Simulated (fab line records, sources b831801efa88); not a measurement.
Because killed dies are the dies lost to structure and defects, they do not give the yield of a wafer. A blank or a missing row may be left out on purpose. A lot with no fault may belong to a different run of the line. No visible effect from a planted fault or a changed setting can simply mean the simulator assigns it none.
What tool caused it? / flow sky130 / 7 lots with 21 wafers sampled at 2 steps, on a route of 708 steps

WHAT THE GAUGES READ, wafer by wafer
SKY_LOCAL_INTERCONNECT_RS_MEAS_01: uses a four-point probe to measure.
lot=L804; measured=day 29 11:12; on=film metro-01; LOCAL_INTERCONNECT_TIN_RS (ohm/sq)=14.09 13.99 14.14
lot=L809; measured=day 31 15:08; on=film metro-01; LOCAL_INTERCONNECT_TIN_RS (ohm/sq)=14.25 14.24 14.31
lot=L812; measured=day 32 04:47; on=film metro-01; LOCAL_INTERCONNECT_TIN_RS (ohm/sq)=14.49 14.66 14.57
lot=L813; measured=day 32 10:27; on=film metro-04; LOCAL_INTERCONNECT_TIN_RS (ohm/sq)=14.00 13.81 13.91
lot=L819; measured=day 34 10:35; on=film metro-04; LOCAL_INTERCONNECT_TIN_RS (ohm/sq)=14.20 14.19 14.09
lot=L824; measured=day 36 14:44; on=film metro-01; LOCAL_INTERCONNECT_TIN_RS (ohm/sq)=14.02 14.15 13.95
lot=L826; measured=day 36 16:02; on=film metro-01; LOCAL_INTERCONNECT_TIN_RS (ohm/sq)=14.30 14.11 14.27

WHAT TOOL EACH LOT RAN ON (gives the tool, then ch and the chambers of the sampled wafers, and finally the start)
lot=L804; SKY_SD_N_DEVELOP_06=litho track-03 ch 0, day 28 03:45
lot=L809; SKY_SD_N_DEVELOP_06=litho track-01 ch 0, day 30 07:41
lot=L812; SKY_SD_N_DEVELOP_06=litho track-01 ch 0, day 30 21:47
lot=L813; SKY_SD_N_DEVELOP_06=litho track-02, day 31 03:25
lot=L819; SKY_SD_N_DEVELOP_06=litho track-01 ch 0, day 33 05:34
lot=L824; SKY_SD_N_DEVELOP_06=litho track-01 ch 0, day 35 09:07
lot=L826; SKY_SD_N_DEVELOP_06=litho track-03 ch 0, day 35 10:29
- SKY_SD_N_DEVELOP_06: develop time 60 s.

THE ANSWER, worked out from the rows above alone
Rule: the lots themselves supply what counts as usual. Put in order of their means at a reading, lots are off if they are a third of the lots or fewer, leave a main group of 4 or more, and stand apart from it by a gap of 3 or more times the standard deviation of the main group's means; of several such gaps the widest counts. If all means in a main group match to the digits the tables above print for the reading, that group is not used. A lot without any number at a reading at which 4 lots or more have one is off too. The other lots that the step has rows for count as sound.
Across all readings shown, no lot is off: no conclusion can be drawn from this.

WHAT THE SIMULATOR HAD PUT IN
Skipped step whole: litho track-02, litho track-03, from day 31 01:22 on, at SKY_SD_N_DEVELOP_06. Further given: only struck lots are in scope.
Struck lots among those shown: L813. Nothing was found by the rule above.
